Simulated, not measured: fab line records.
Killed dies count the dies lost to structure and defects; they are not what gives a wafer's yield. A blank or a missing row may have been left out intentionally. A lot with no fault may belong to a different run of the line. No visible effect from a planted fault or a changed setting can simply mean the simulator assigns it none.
Which tool was responsible? :: flow gf180mcu :: 72 wafers from 24 lots sampled at 5 of the route's 602 steps

## WHAT THE GAUGES READ, wafer by wafer
GF_V2_RS_MEAS_24: uses a four-point probe to measure.
lot: L074
measured: day 20 13:33
on: film-metro-04
V2_W_RS (ohm/sq): 0.330 0.331 0.327

lot: L075
measured: day 21 03:10
on: film-metro-01
V2_W_RS (ohm/sq): 0.334 0.320 0.317

lot: L076
measured: day 21 15:16
on: film-metro-04
V2_W_RS (ohm/sq): 0.319 0.326 0.330

lot: L077
measured: day 22 04:33
on: film-metro-02
V2_W_RS (ohm/sq): 0.333 0.331 0.320

lot: L078
measured: day 22 06:25
on: film-metro-01
V2_W_RS (ohm/sq): 0.326 0.329 0.334

lot: L079
measured: day 22 10:25
on: film-metro-04
V2_W_RS (ohm/sq): 0.328 0.324 0.319

lot: L080
measured: day 22 21:24
on: film-metro-01
V2_W_RS (ohm/sq): 0.325 0.320 0.329

lot: L082
measured: day 23 07:55
on: film-metro-01
V2_W_RS (ohm/sq): 0.326 0.326 0.324

lot: L081
measured: day 23 08:16
on: film-metro-02
V2_W_RS (ohm/sq): 0.319 0.325 0.330

lot: L084
measured: day 24 03:16
on: film-metro-02
V2_W_RS (ohm/sq): 0.328 0.321 0.317

lot: L083
measured: day 24 03:41
on: film-metro-01
V2_W_RS (ohm/sq): 0.323 0.325 0.323

lot: L085
measured: day 24 12:37
on: film-metro-04
V2_W_RS (ohm/sq): 0.334 0.330 0.321

lot: L086
measured: day 24 21:50
on: film-metro-02
V2_W_RS (ohm/sq): 0.326 0.324 0.318

lot: L087
measured: day 25 00:23
on: film-metro-01
V2_W_RS (ohm/sq): 0.326 0.339 0.326

lot: L088
measured: day 25 08:05
on: film-metro-04
V2_W_RS (ohm/sq): 0.320 0.315 0.316

lot: L089
measured: day 25 17:10
on: film-metro-04
V2_W_RS (ohm/sq): 0.329 0.329 0.321

lot: L090
measured: day 26 04:20
on: film-metro-02
V2_W_RS (ohm/sq): 0.328 0.319 0.325

lot: L091
measured: day 26 10:50
on: film-metro-04
V2_W_RS (ohm/sq): 0.316 0.317 0.322

lot: L092
measured: day 26 12:17
on: film-metro-01
V2_W_RS (ohm/sq): 0.330 0.330 0.320

lot: L093
measured: day 26 22:52
on: film-metro-04
V2_W_RS (ohm/sq): 0.327 0.323 0.327

lot: L094
measured: day 27 06:04
on: film-metro-02
V2_W_RS (ohm/sq): 0.327 0.325 0.321

lot: L095
measured: day 27 06:27
on: film-metro-04
V2_W_RS (ohm/sq): 0.334 0.327 0.317

lot: L096
measured: day 27 09:51
on: film-metro-02
V2_W_RS (ohm/sq): 0.322 0.327 0.323

lot: L097
measured: day 27 11:31
on: film-metro-02
V2_W_RS (ohm/sq): 0.326 0.322 0.321

GF_V4_OVL_MEAS_15.
lot: L074
measured: day 24 14:55
on: overlay-01
V4_OVL (nm): 2 2 3

lot: L075
measured: day 25 02:45
on: overlay-01
V4_OVL (nm): 3 6 9

lot: L076
measured: day 25 14:12
on: overlay-02
V4_OVL (nm): 4 -6 -1

lot: L077
measured: day 26 01:57
on: overlay-02
V4_OVL (nm): 1 4 -1

lot: L078
measured: day 26 03:54
on: overlay-01
V4_OVL (nm): 4 12 -2

lot: L079
measured: day 26 08:15
on: overlay-01
V4_OVL (nm): 3 5 3

lot: L080
measured: day 26 16:04
on: overlay-01
V4_OVL (nm): 0 1 5

lot: L082
measured: day 27 02:39
on: overlay-02
V4_OVL (nm): 3 4 8

lot: L081
measured: day 27 03:00
on: overlay-01
V4_OVL (nm): 6 4 8

lot: L084
measured: day 27 19:21
on: overlay-02
V4_OVL (nm): 5 8 4

lot: L083
measured: day 27 22:07
on: overlay-02
V4_OVL (nm): 3 6 3

lot: L085
measured: day 28 03:28
on: overlay-02
V4_OVL (nm): -3 0 -2

lot: L086
measured: day 28 13:00
on: overlay-01
V4_OVL (nm): -4 -5 -5

lot: L087
measured: day 28 15:13
on: overlay-01
V4_OVL (nm): 5 2 7

lot: L088
measured: day 28 22:13
on: overlay-02
V4_OVL (nm): -1 2 0

lot: L089
measured: day 29 05:42
on: overlay-02
V4_OVL (nm): 2 7 12

lot: L090
measured: day 29 16:28
on: overlay-02
V4_OVL (nm): 1 7 3

lot: L091
measured: day 29 22:24
on: overlay-02
V4_OVL (nm): 10 6 0

lot: L092
measured: day 29 23:24
on: overlay-02
V4_OVL (nm): 4 9 10

lot: L093
measured: day 30 09:25
on: overlay-02
V4_OVL (nm): -7 -3 -6

lot: L094
measured: day 30 17:08
on: overlay-01
V4_OVL (nm): -4 3 -7

lot: L095
measured: day 30 16:43
on: overlay-01
V4_OVL (nm): 7 -3 -4

lot: L096
measured: day 30 19:39
on: overlay-01
V4_OVL (nm): 9 9 3

lot: L097
measured: day 30 21:13
on: overlay-02
V4_OVL (nm): 2 -1 4

GF_V4_THK_MEAS_25: measures by xrf.
lot: L074
measured: day 24 15:57
on: film-metro-04
V4_W_THK (nm): 350 350 360

lot: L075
measured: day 25 03:47
on: film-metro-01
V4_W_THK (nm): 356 344 358

lot: L076
measured: day 25 15:16
on: film-metro-04
V4_W_THK (nm): 359 353 356

lot: L077
measured: day 26 02:59
on: film-metro-02
V4_W_THK (nm): 354 354 358

lot: L078
measured: day 26 04:59
on: film-metro-02
V4_W_THK (nm): 349 356 350

lot: L079
measured: day 26 09:19
on: film-metro-04
V4_W_THK (nm): 351 360 360

lot: L080
measured: day 26 17:26
on: film-metro-04
V4_W_THK (nm): 351 356 349

lot: L082
measured: day 27 03:41
on: film-metro-02
V4_W_THK (nm): 358 356 356

lot: L081
measured: day 27 04:02
on: film-metro-04
V4_W_THK (nm): 354 358 355

lot: L084
measured: day 27 20:28
on: film-metro-01
V4_W_THK (nm): 346 352 351

lot: L083
measured: day 27 23:09
on: film-metro-01
V4_W_THK (nm): 345 347 350

lot: L085
measured: day 28 04:36
on: film-metro-02
V4_W_THK (nm): 361 357 357

lot: L086
measured: day 28 14:40
on: film-metro-04
V4_W_THK (nm): 358 355 355

lot: L087
measured: day 28 16:48
on: film-metro-02
V4_W_THK (nm): 357 356 356

lot: L088
measured: day 28 23:22
on: film-metro-01
V4_W_THK (nm): 355 353 353

lot: L089
measured: day 29 06:51
on: film-metro-01
V4_W_THK (nm): 353 349 357

lot: L090
measured: day 29 17:31
on: film-metro-01
V4_W_THK (nm): 351 351 350

lot: L091
measured: day 29 23:26
on: film-metro-01
V4_W_THK (nm): 350 352 353

lot: L092
measured: day 30 00:30
on: film-metro-01
V4_W_THK (nm): 360 364 354

lot: L093
measured: day 30 10:28
on: film-metro-02
V4_W_THK (nm): 357 359 358

lot: L094
measured: day 30 18:13
on: film-metro-02
V4_W_THK (nm): 353 352 348

lot: L095
measured: day 30 17:47
on: film-metro-04
V4_W_THK (nm): 352 356 353

lot: L096
measured: day 30 20:44
on: film-metro-01
V4_W_THK (nm): 352 351 355

lot: L097
measured: day 30 22:19
on: film-metro-02
V4_W_THK (nm): 357 358 356

## EACH LOT AND THE TOOL THAT RAN IT (in order: tool; ch and the chambers of the sampled wafers; start)
lot: L074
GF_V3_SPUTTER_22: pvd-sputter-01, day 22 15:44
GF_V4_CMP_04: cmp-01 ch 0,3, day 23 16:32

lot: L075
GF_V3_SPUTTER_22: pvd-sputter-03, day 23 03:55
GF_V4_CMP_04: cmp-02 ch 0,2,3, day 24 04:26

lot: L076
GF_V3_SPUTTER_22: pvd-sputter-03, day 23 16:27
GF_V4_CMP_04: cmp-02 ch 1,2,3, day 24 16:50

lot: L077
GF_V3_SPUTTER_22: pvd-sputter-03, day 24 04:14
GF_V4_CMP_04: cmp-02 ch 1,2,3, day 25 04:50

lot: L078
GF_V3_SPUTTER_22: pvd-sputter-04, day 24 06:43
GF_V4_CMP_04: cmp-02 ch 0,2,3, day 25 06:26

lot: L079
GF_V3_SPUTTER_22: pvd-sputter-01, day 24 10:37
GF_V4_CMP_04: cmp-02 ch 1,2,3, day 25 10:29

lot: L080
GF_V3_SPUTTER_22: pvd-sputter-04, day 24 20:16
GF_V4_CMP_04: cmp-01 ch 1,2,3, day 25 19:17

lot: L082
GF_V3_SPUTTER_22: pvd-sputter-01, day 25 07:05
GF_V4_CMP_04: cmp-02 ch 0,2,3, day 26 06:04

lot: L081
GF_V3_SPUTTER_22: pvd-sputter-03, day 25 07:35
GF_V4_CMP_04: cmp-01 ch 2,3, day 26 06:07

lot: L084
GF_V3_SPUTTER_22: pvd-sputter-03, day 26 00:54
GF_V4_CMP_04: cmp-02 ch 0,1,3, day 26 23:13

lot: L083
GF_V3_SPUTTER_22: pvd-sputter-01, day 26 02:25
GF_V4_CMP_04: cmp-01 ch 0,2, day 27 01:29

lot: L085
GF_V3_SPUTTER_22: pvd-sputter-04, day 26 09:47
GF_V4_CMP_04: cmp-02 ch 0,1,2, day 27 07:10

lot: L086
GF_V3_SPUTTER_22: pvd-sputter-04, day 26 19:40
GF_V4_CMP_04: cmp-02 ch 0,1,3, day 27 17:25

lot: L087
GF_V3_SPUTTER_22: pvd-sputter-04, day 26 20:37
GF_V4_CMP_04: cmp-01 ch 0,1,3, day 27 19:22

lot: L088
GF_V3_SPUTTER_22: pvd-sputter-03, day 27 04:26
GF_V4_CMP_04: cmp-01 ch 0,1,2, day 28 02:40

lot: L089
GF_V3_SPUTTER_22: pvd-sputter-03, day 27 13:05
GF_V4_CMP_04: cmp-01 ch 1,2,3, day 28 10:20

lot: L090
GF_V3_SPUTTER_22: pvd-sputter-03, day 27 23:33
GF_V4_CMP_04: cmp-02 ch 2,3, day 28 21:15

lot: L091
GF_V3_SPUTTER_22: pvd-sputter-04, day 28 05:35
GF_V4_CMP_04: cmp-02 ch 0,3, day 29 02:31

lot: L092
GF_V3_SPUTTER_22: pvd-sputter-01, day 28 06:34
GF_V4_CMP_04: cmp-01 ch 1,2,3, day 29 03:47

lot: L093
GF_V3_SPUTTER_22: pvd-sputter-04, day 28 17:09
GF_V4_CMP_04: cmp-02 ch 0,1,2, day 29 13:56

lot: L094
GF_V3_SPUTTER_22: pvd-sputter-03, day 29 00:00
GF_V4_CMP_04: cmp-02 ch 1,2,3, day 29 21:52

lot: L095
GF_V3_SPUTTER_22: pvd-sputter-04, day 29 00:22
GF_V4_CMP_04: cmp-01 ch 1,2, day 29 21:47

lot: L096
GF_V3_SPUTTER_22: pvd-sputter-01, day 29 03:53
GF_V4_CMP_04: cmp-02 ch 2,3, day 30 00:53

lot: L097
GF_V3_SPUTTER_22: pvd-sputter-01, day 29 05:38
GF_V4_CMP_04: cmp-02 ch 0,3, day 30 02:04
- GF_V3_SPUTTER_22: material TiN, target thk 10 nm, time 40 s.
- GF_V4_CMP_04: polishes SiO2.

## WHAT THE TOOLS THEMSELVES READ (means of the sampled wafers that have a number; where no wafer has one, the mark that the record gives instead)
GF_V3_SPUTTER_22.
lot: L074
tool: pvd-sputter-01
throttle-valve-pct (%): 30.0

lot: L075
tool: pvd-sputter-03
throttle-valve-pct (%): 29.4

lot: L076
tool: pvd-sputter-03
throttle-valve-pct (%): 29.6

lot: L077
tool: pvd-sputter-03
throttle-valve-pct (%): 29.7

lot: L078
tool: pvd-sputter-04
throttle-valve-pct (%): 29.2

lot: L079
tool: pvd-sputter-01
throttle-valve-pct (%): 29.8

lot: L080
tool: pvd-sputter-04
throttle-valve-pct (%): 29.1

lot: L082
tool: pvd-sputter-01
throttle-valve-pct (%): 31.0

lot: L081
tool: pvd-sputter-03
throttle-valve-pct (%): 29.3

lot: L084
tool: pvd-sputter-03
throttle-valve-pct (%): 29.1

lot: L083
tool: pvd-sputter-01
throttle-valve-pct (%): 30.7

lot: L085
tool: pvd-sputter-04
throttle-valve-pct (%): 29.2

lot: L086
tool: pvd-sputter-04
throttle-valve-pct (%): 29.2

lot: L087
tool: pvd-sputter-04
throttle-valve-pct (%): 29.6

lot: L088
tool: pvd-sputter-03
throttle-valve-pct (%): 29.6

lot: L089
tool: pvd-sputter-03
throttle-valve-pct (%): 29.1

lot: L090
tool: pvd-sputter-03
throttle-valve-pct (%): 29.7

lot: L091
tool: pvd-sputter-04
throttle-valve-pct (%): 29.0

lot: L092
tool: pvd-sputter-01
throttle-valve-pct (%): 30.8

lot: L093
tool: pvd-sputter-04
throttle-valve-pct (%): 28.9

lot: L094
tool: pvd-sputter-03
throttle-valve-pct (%): 29.5

lot: L095
tool: pvd-sputter-04
throttle-valve-pct (%): 29.2

lot: L096
tool: pvd-sputter-01
throttle-valve-pct (%): 29.9

lot: L097
tool: pvd-sputter-01
throttle-valve-pct (%): 30.2

GF_V4_CMP_04.
lot: L074
tool: cmp-01
motor-current-A (A): 11.2
time-to-endpoint-s (s): 79

lot: L075
tool: cmp-02
motor-current-A (A): 11.8
time-to-endpoint-s (s): 88

lot: L076
tool: cmp-02
motor-current-A (A): 11.4
time-to-endpoint-s (s): 82

lot: L077
tool: cmp-02
motor-current-A (A): 11.2
time-to-endpoint-s (s): 87

lot: L078
tool: cmp-02
motor-current-A (A): 11.8
time-to-endpoint-s (s): 81

lot: L079
tool: cmp-02
motor-current-A (A): 11.5
time-to-endpoint-s (s): 88

lot: L080
tool: cmp-01
motor-current-A (A): 12.3
time-to-endpoint-s (s): 79

lot: L082
tool: cmp-02
motor-current-A (A): 11.8
time-to-endpoint-s (s): 86

lot: L081
tool: cmp-01
motor-current-A (A): 12.1
time-to-endpoint-s (s): 83

lot: L084
tool: cmp-02
motor-current-A (A): 11.1
time-to-endpoint-s (s): 83

lot: L083
tool: cmp-01
motor-current-A (A): 12.5
time-to-endpoint-s (s): 82

lot: L085
tool: cmp-02
motor-current-A (A): 12.4
time-to-endpoint-s (s): 78

lot: L086
tool: cmp-02
motor-current-A (A): 11.2
time-to-endpoint-s (s): 79

lot: L087
tool: cmp-01
motor-current-A (A): 11.4
time-to-endpoint-s (s): 83

lot: L088
tool: cmp-01
motor-current-A (A): 11.8
time-to-endpoint-s (s): 81

lot: L089
tool: cmp-01
motor-current-A (A): 11.5
time-to-endpoint-s (s): 80

lot: L090
tool: cmp-02
motor-current-A (A): 11.7
time-to-endpoint-s (s): 85

lot: L091
tool: cmp-02
motor-current-A (A): 11.9
time-to-endpoint-s (s): 84

lot: L092
tool: cmp-01
motor-current-A (A): 12.2
time-to-endpoint-s (s): 82

lot: L093
tool: cmp-02
motor-current-A (A): 12.3
time-to-endpoint-s (s): 80

lot: L094
tool: cmp-02
motor-current-A (A): 11.6
time-to-endpoint-s (s): 82

lot: L095
tool: cmp-01
motor-current-A (A): 12.3
time-to-endpoint-s (s): 77

lot: L096
tool: cmp-02
motor-current-A (A): 11.3
time-to-endpoint-s (s): 84

lot: L097
tool: cmp-02
motor-current-A (A): 10.7
time-to-endpoint-s (s): 90

## THE ANSWER, worked out from the rows above alone
Rule: the lots themselves supply what counts as usual. The widest of any qualifying gaps counts: lots, ordered by their means at a reading, are off when they make up no more than a third of the lots, leave a main group of 4 or more, and stand apart from it by 3 or more times the standard deviation of that group's means. The tables above print the reading to a certain number of digits; a main group whose means all agree to those digits is not used. A lot without any number at a reading at which 4 lots or more have one is off too. The other lots that the step has rows for count as sound. The gauges are gone through in route order, then the tools' own readings, and for those a lot's mean is taken as printed above. The first step at which some lot is off is used, and at that step the reading that is off furthest; a lot without a number counts as furthest.
No lot is off on any of the readings shown, so nothing can be concluded from this.

## WHAT HAD BEEN PUT IN BY THE SIMULATOR
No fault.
